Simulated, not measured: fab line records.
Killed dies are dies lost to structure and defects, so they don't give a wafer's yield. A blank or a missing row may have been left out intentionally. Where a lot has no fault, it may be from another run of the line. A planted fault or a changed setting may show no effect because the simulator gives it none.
fab line records	flow sky130
record: lots: 11	wafers: 33	last_day: 50
route steps=708 shown SPACER@304 LI_CONTACT@375 CONTACT@407
lots with no fault: from the same line, run without faults
start_h: start of the lot's first displayed wafer, in hours after the record's first day	wait_h: hours from the lot's prior step to this one	" as in the row above	L1.1+2: one row covering several wafers at once	- no value present, or no start provided	* or withheld: withheld	< > ~ a bound
route shown NAME@n: NAME is a module with steps in the file, n the number in the route of the first one	usual: the fault-free wafers' mean and standard deviation	same: alike in all rows	chamber/n: place in a boat	sites: readings site by site	_std_site: their standard deviation	_edge_site: the outer-site mean with the inner-site mean subtracted	radius_mm: for every site, how far away it sits from the centre of the wafer	mask NAME#n: copy n	behind: the last tool/chamber to shape the wafer	hold: why the lot went on hold/how many hours it stayed there/how the hold came to an end	device: which transistor (n, p or np) failed to switch	end of line: at the end of the route, the tests of the same wafers	a step with no rows: only its recipe	killed: count of dies lost to structure and defects at first sort (not the wafer's yield)	map: dies across one wafer; x = killed, . = not, _ = none there
set.NAME: the run value of the setting; set.NAME@STEP: its run value at that earlier step	model.NAME: the simulator's own value behind a step, which no gauge read
route steps across a sampled set of lots; one table per step, one row per wafer
services: the hour from which a tool's chamber was out of use, counted from the record's first day as start_h (under 0 if before that day), plus the number of hours and why
== steps ==
step: SKY_SPACER_CVD_00
recipe: material: Si3N4	precursor: DCS/NH3	target_thk_nm: 43.1	temp_c: 770	time_s: 740	pressure_mtorr: 250
usual: spike_tc_bottom_C: 785.5/1.7	spike_tc_top_C: 782.4/2	spike_tc_upper_C: 769.5/1.2
lot.wafer	tool	chamber	start_h	wait_h	spike_tc_bottom_C	spike_tc_top_C	spike_tc_upper_C
L340.2	lpcvd-02	0	534.31	0.0	783.7	782.8	770.7
L340.3	"	0	"	"	784.0	781.5	769.9
L340.6	"	0	"	"	785.4	780.0	768.5
L341.1	lpcvd-02	1	571.87	0.9	787.3	786.2	768.7
L341.3	"	1	"	"	787.3	786.1	770.8
L341.6	"	1	"	"	787.2	783.8	770.9
L342.2	lpcvd-02	0	573.92	0.0	784.0	780.6	766.8
L342.4	"	0	"	"	785.0	780.1	768.0
L342.5	"	0	"	"	783.3	781.5	767.7
L344.1	lpcvd-02	0	575.12	0.5	784.8	782.8	770.4
L344.2	"	0	"	"	783.8	780.4	769.9
L344.4	"	0	"	"	783.5	781.5	769.0
L345.1	lpcvd-02	1	575.12	0.2	788.8	784.3	771.4
L345.2	"	1	"	"	785.8	784.3	771.3
L345.5	"	1	"	"	785.5	785.1	772.1
L347.1	lpcvd-02	0	594.26	0.0	784.1	782.3	768.9
L347.5	"	0	"	"	785.8	780.2	767.9
L347.6	"	0	"	"	782.0	780.4	769.2
L348.2	lpcvd-02	1	603.86	1.5	788.9	786.1	768.9
L348.5	"	1	"	"	786.5	784.2	769.9
L348.6	"	1	"	"	788.6	782.2	770.7
L351.1	lpcvd-02	1	630.16	1.0	786.8	785.4	771.0
L351.3	"	1	"	"	787.8	785.2	770.3
L351.4	"	1	"	"	787.3	784.4	771.8
L360.2	lpcvd-02	1	698.91	0.0	786.8	785.3	769.4
L360.3	"	1	"	"	786.7	785.1	768.6
L360.6	"	1	"	"	787.2	784.0	769.6
L361.4	lpcvd-02	1	704.10	0.0	788.9	783.4	771.0
L361.5	"	1	"	"	788.6	782.9	770.9
L361.6	"	1	"	"	786.9	785.7	770.3
L362.1	lpcvd-02	1	710.00	0.8	786.9	785.0	770.5
L362.3	"	1	"	"	788.2	784.6	770.8
L362.4	"	1	"	"	788.0	786.0	769.5
step: SKY_SPACER_THK_MEAS_01
recipe: reads: Si3N4_of_SPACER_CVD_00
usual: SPACER_CVD_00_THK: 43.0/0.39
lot.wafer	tool	chamber	start_h	wait_h	SPACER_CVD_00_THK[nm]
L340.2	film_metro-01	-	536.13	0.0	43.0
L340.3	"	-	"	"	42.6
L340.6	"	-	"	"	42.5
L341.1	film_metro-03	-	573.08	0.0	43.2
L341.3	"	-	"	"	43.1
L341.6	"	-	"	"	43.1
L342.2	film_metro-03	-	575.13	0.0	43.1
L342.4	"	-	"	"	43.4
L342.5	"	-	"	"	43.1
L344.1	film_metro-01	-	576.33	0.0	42.8
L344.2	"	-	"	"	43.2
L344.4	"	-	"	"	43.1
L345.1	film_metro-04	-	576.33	0.0	42.6
L345.2	"	-	"	"	42.8
L345.5	"	-	"	"	42.4
L347.1	film_metro-01	-	595.47	0.0	42.7
L347.5	"	-	"	"	42.4
L347.6	"	-	"	"	42.5
L348.2	film_metro-03	-	605.07	0.0	43.4
L348.5	"	-	"	"	43.1
L348.6	"	-	"	"	43.2
L351.1	film_metro-03	-	631.36	0.0	39.5
L351.3	"	-	"	"	39.6
L351.4	"	-	"	"	39.9
L360.2	film_metro-01	-	700.72	0.0	43.3
L360.3	"	-	"	"	43.4
L360.6	"	-	"	"	43.4
L361.4	film_metro-03	-	705.33	0.0	42.7
L361.5	"	-	"	"	43.1
L361.6	"	-	"	"	42.9
L362.1	film_metro-03	-	711.20	0.0	42.2
L362.3	"	-	"	"	42.2
L362.4	"	-	"	"	42.0
step: SKY_SPACER_ETCHBACK_02
recipe: chemistry: CH3F/O2	target: Si3N4	stop_on: SiO2	source_w: 400	bias_w: 80	pressure_mtorr: 25	ch3f_flow_sccm: 40	O2_flow_sccm: 30	time_s: 46.7	target_depth_a: 450
usual: drypump_motor_current_A: 5.8/0.33	oes_product_au: 0.853/0.0066	throttle_valve_pct: 10.563/0.0092
lot.wafer	tool	chamber	start_h	wait_h	drypump_motor_current_A	oes_product_au	rf_hours_counter_h	throttle_valve_pct
L340.2	rie_diel-04	0	536.18	0.0	5.1	0.858	10	10.562
L340.3	"	2	"	"	5.8	0.849	23	10.573
L340.6	"	3	"	"	6.4	0.850	-	10.565
L341.1	rie_diel-04	0	573.14	0.1	5.1	0.853	11	10.551
L341.3	"	2	"	"	5.8	0.859	23	10.557
L341.6	"	0	"	"	5.1	0.858	-	10.547
L342.2	rie_diel-01	2	575.18	0.0	5.9	0.854	18	10.563
L342.4	"	0	"	"	5.7	0.866	6	10.559
L342.5	"	1	"	"	5.4	0.855	-	10.565
L344.1	rie_diel-02	0	576.39	0.1	5.8	0.852	3	10.561
L344.2	"	2	"	"	5.4	0.854	12	10.560
L344.4	"	1	"	"	6.1	0.846	9	10.566
L345.1	rie_diel-01	0	576.39	0.1	5.7	0.850	6	10.555
L345.2	"	3	"	"	6.1	0.852	28	10.565
L345.5	"	2	"	"	5.9	0.840	-	10.562
L347.1	rie_diel-01	2	595.53	0.1	5.9	0.846	18	10.554
L347.5	"	0	"	"	5.7	0.838	-	10.558
L347.6	"	1	"	"	5.5	0.849	-	10.562
L348.2	rie_diel-02	1	605.12	0.0	6.1	0.866	10	10.574
L348.5	"	3	"	"	5.8	0.855	-	10.570
L348.6	"	2	"	"	5.5	0.857	-	10.571
L351.1	rie_diel-04	2	631.42	0.1	5.8	0.808	24	10.558
L351.3	"	1	"	"	5.9	0.822	-	10.551
L351.4	"	2	"	"	5.8	0.819	-	10.561
L360.2	rie_diel-04	3	700.77	0.0	6.5	0.858	6	10.558
L360.3	"	2	"	"	5.8	0.854	26	10.571
L360.6	"	3	"	"	6.5	0.851	-	10.573
L361.4	rie_diel-01	3	705.36	0.0	6.1	0.847	30	10.547
L361.5	"	2	"	"	5.9	0.856	-	10.561
L361.6	"	1	"	"	5.4	0.849	-	10.581
L362.1	rie_diel-04	0	711.26	0.1	5.1	0.840	12	10.556
L362.3	"	1	"	"	5.9	0.835	15	10.565
L362.4	"	2	"	"	5.8	0.842	26	10.560
step: SKY_LI_CONTACT_OVL_MEAS_13
usual: LI_CONTACT_OVL: 0/5.2
lot.wafer	tool	chamber	start_h	wait_h	LI_CONTACT_OVL[nm]
L340.2	overlay-02	-	683.77	0.1	-1
L340.3	"	-	"	"	-8
L340.6	"	-	"	"	-4
L341.1	overlay-02	-	716.16	0.1	-7
L341.3	"	-	"	"	-9
L341.6	"	-	"	"	-6
L342.2	overlay-02	-	718.39	0.1	-4
L342.4	"	-	"	"	4
L342.5	"	-	"	"	4
L344.1	overlay-02	-	720.73	0.1	-1
L344.2	"	-	"	"	-4
L344.4	"	-	"	"	2
L345.1	overlay-01	-	720.86	0.1	-9
L345.2	"	-	"	"	0
L345.5	"	-	"	"	0
L347.1	overlay-02	-	739.13	0.1	12
L347.5	"	-	"	"	14
L347.6	"	-	"	"	6
L348.2	overlay-02	-	747.76	0.1	8
L348.5	"	-	"	"	-3
L348.6	"	-	"	"	9
L351.1	overlay-02	-	773.36	0.1	-6
L351.3	"	-	"	"	0
L351.4	"	-	"	"	-6
L360.2	overlay-02	-	839.12	0.1	3
L360.3	"	-	"	"	5
L360.6	"	-	"	"	-1
L361.4	overlay-02	-	843.63	0.1	6
L361.5	"	-	"	"	3
L361.6	"	-	"	"	4
L362.1	overlay-01	-	848.21	0.1	1
L362.3	"	-	"	"	7
L362.4	"	-	"	"	5
step: SKY_CONTACT_THK_MEAS_01
recipe: reads: Si3N4_of_CONTACT_CVD_00
usual: CONTACT_CVD_00_THK: 75.0/0.98
lot.wafer	tool	chamber	start_h	wait_h	CONTACT_CVD_00_THK[nm]
L340.2	film_metro-01	-	713.23	-	74.4
L340.3	"	-	"	"	76.3
L340.6	"	-	"	"	75.8
L341.1	film_metro-04	-	745.56	-	72.4
L341.3	"	-	"	"	73.2
L341.6	"	-	"	"	75.1
L342.2	film_metro-04	-	748.77	-	74.2
L342.4	"	-	"	"	75.4
L342.5	"	-	"	"	74.8
L344.1	film_metro-01	-	750.86	-	74.3
L344.2	"	-	"	"	74.5
L344.4	"	-	"	"	75.9
L345.1	film_metro-04	-	751.87	-	76.4
L345.2	"	-	"	"	75.2
L345.5	"	-	"	"	76.6
L347.1	film_metro-01	-	768.51	-	73.6
L347.5	"	-	"	"	75.8
L347.6	"	-	"	"	74.4
L348.2	film_metro-02	-	777.21	-	77.0
L348.5	"	-	"	"	76.1
L348.6	"	-	"	"	76.2
L351.1	film_metro-04	-	803.24	-	73.5
L351.3	"	-	"	"	73.0
L351.4	"	-	"	"	74.9
L360.2	film_metro-02	-	867.53	-	74.9
L360.3	"	-	"	"	74.7
L360.6	"	-	"	"	75.7
L361.4	film_metro-04	-	871.85	-	75.1
L361.5	"	-	"	"	74.6
L361.6	"	-	"	"	74.7
L362.1	film_metro-04	-	877.25	-	74.6
L362.3	"	-	"	"	75.6
L362.4	"	-	"	"	75.0
step: SKY_CONTACT_STRIP_19
recipe: chemistry: O2/N2	power_w: 1400	pressure_mtorr: 1500	platen_temp_c: withheld	o2_flow_sccm: 3000	n2_flow_sccm: 300	overash_fraction: 0.5
usual: drypump_motor_current_A: 5.5/0.37	oes_product_au: 0.380/0.0043	strip_time_to_endpoint_s: 3.602/0.027
lot.wafer	tool	chamber	start_h	wait_h	drypump_motor_current_A	oes_product_au	rf_hours_counter_h	strip_time_to_endpoint_s
L340.2	plasma_asher-01	1	741.81	-	5.1	0.379	90	3.613
L340.3	"	1	"	"	5.1	0.380	-	3.621
L340.6	"	0	"	"	5.1	0.380	-	3.630
L341.1	plasma_asher-04	0	773.66	-	5.7	0.385	3	3.610
L341.3	"	1	"	"	5.6	0.382	-	3.578
L341.6	"	0	"	"	5.7	0.381	-	3.616
L342.2	plasma_asher-04	0	777.48	-	5.7	0.382	3	3.620
L342.4	"	0	"	"	5.7	0.387	-	3.593
L342.5	"	0	"	"	5.7	0.378	-	3.623
L344.1	plasma_asher-02	1	778.42	-	6.1	0.382	33	3.592
L344.2	"	0	"	"	5.7	0.377	33	3.548
L344.4	"	1	"	"	6.1	0.378	-	3.600
L345.1	plasma_asher-01	0	779.63	-	5.1	0.382	93	3.650
L345.2	"	1	"	"	5.1	0.375	93	3.610
L345.5	"	0	"	"	5.1	0.385	-	3.579
L347.1	plasma_asher-02	0	795.68	-	5.7	0.390	35	3.623
L347.5	"	1	"	"	6.2	0.375	-	3.609
L347.6	"	0	"	"	5.7	0.379	-	3.607
L348.2	plasma_asher-01	1	805.39	-	5.1	0.379	96	3.615
L348.5	"	1	"	"	5.1	0.380	-	3.600
L348.6	"	0	"	"	5.1	0.385	-	3.631
L351.1	plasma_asher-04	0	830.56	-	5.7	0.384	9	3.632
L351.3	"	0	"	"	5.7	0.378	-	3.622
L351.4	"	1	"	"	5.6	0.379	-	3.624
L360.2	plasma_asher-02	0	894.04	-	5.7	0.376	45	3.621
L360.3	"	0	"	"	5.7	0.380	-	3.558
L360.6	"	0	"	"	5.7	0.375	-	3.565
L361.4	plasma_asher-04	1	897.71	-	5.6	0.375	-	3.543
L361.5	"	0	"	"	5.7	0.382	-	3.572
L361.6	"	1	"	"	5.6	0.380	-	3.568
L362.1	plasma_asher-01	1	903.88	-	5.1	0.385	106	3.606
L362.3	"	1	"	"	5.2	0.382	-	3.625
L362.4	"	0	"	"	5.1	0.387	-	3.612
== services ==
tool	chamber	start_h	hours	kind
rie_diel-01	-	571.13	2.8	pm
lpcvd-02	-	601.54	2.3	repair
plasma_asher-04	-	606.65	2.8	pm
rie_diel-01	0	616.98	6.7	repair
rie_diel-01	2	620.37	14.7	repair
rie_diel-04	0	621.97	34.4	repair
rie_diel-01	1	622.28	12.4	repair
rie_diel-04	1	622.35	6.4	repair
rie_diel-04	3	630.51	4.6	repair
rie_diel-01	3	641.04	38.2	repair
rie_diel-01	1	644.74	8.7	repair
rie_diel-01	0	645.89	9.9	repair
rie_diel-04	-	660.87	0.5	repair
rie_diel-04	-	666.34	1.1	repair
rie_diel-04	-	708.47	1.8	repair
rie_diel-01	2	718.29	31.3	repair
rie_diel-04	2	724.15	22.0	repair
plasma_asher-04	-	733.75	9.0	pm
lpcvd-02	-	804.51	6.0	pm
rie_diel-04	3	805.82	22.8	repair
rie_diel-04	0	810.61	20.6	repair
rie_diel-04	-	829.56	4.3	pm
rie_diel-04	2	851.18	3.6	repair
lpcvd-02	-	885.84	1.5	repair
== key ==
first_sign: step: SKY_SPACER_THK_MEAS_01	reading: SPACER_CVD_00_THK	direction: down	sigmas: 8.4	usual: 43.0	struck: 39.7
effect: step: SKY_SPACER_ETCHBACK_02	reading: oes_product_au	direction: down	sigmas: 5.6	usual: 0.853	struck: 0.817
met_at SKY_SPACER_CVD_00
struck_lots L351
struck_wafers L351.1,L351.3,L351.4
tester_left_out L351
not_acting_at SKY_LI_CONTACT_OVL_MEAS_13,SKY_CONTACT_THK_MEAS_01,SKY_CONTACT_STRIP_19
onset_between 603.86 630.16
fault: kind: process_parameter_drift	tool: lpcvd-02	chamber: 1	onset_h: 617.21	steps: SKY_SPACER_CVD_00	channel: target_thk_nm	offset: -3.7601	shape: step	end_h: 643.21	acts_in: these_recipes_only	stated: 43.1
tester_left_out: of these lots the tester's yield and bins aren't shown, on N5 and GAA mostly nor the transistor test; their killed dies are dies lost to structure and defects alone, not to doping, threshold or leakage, so they don't give the yield
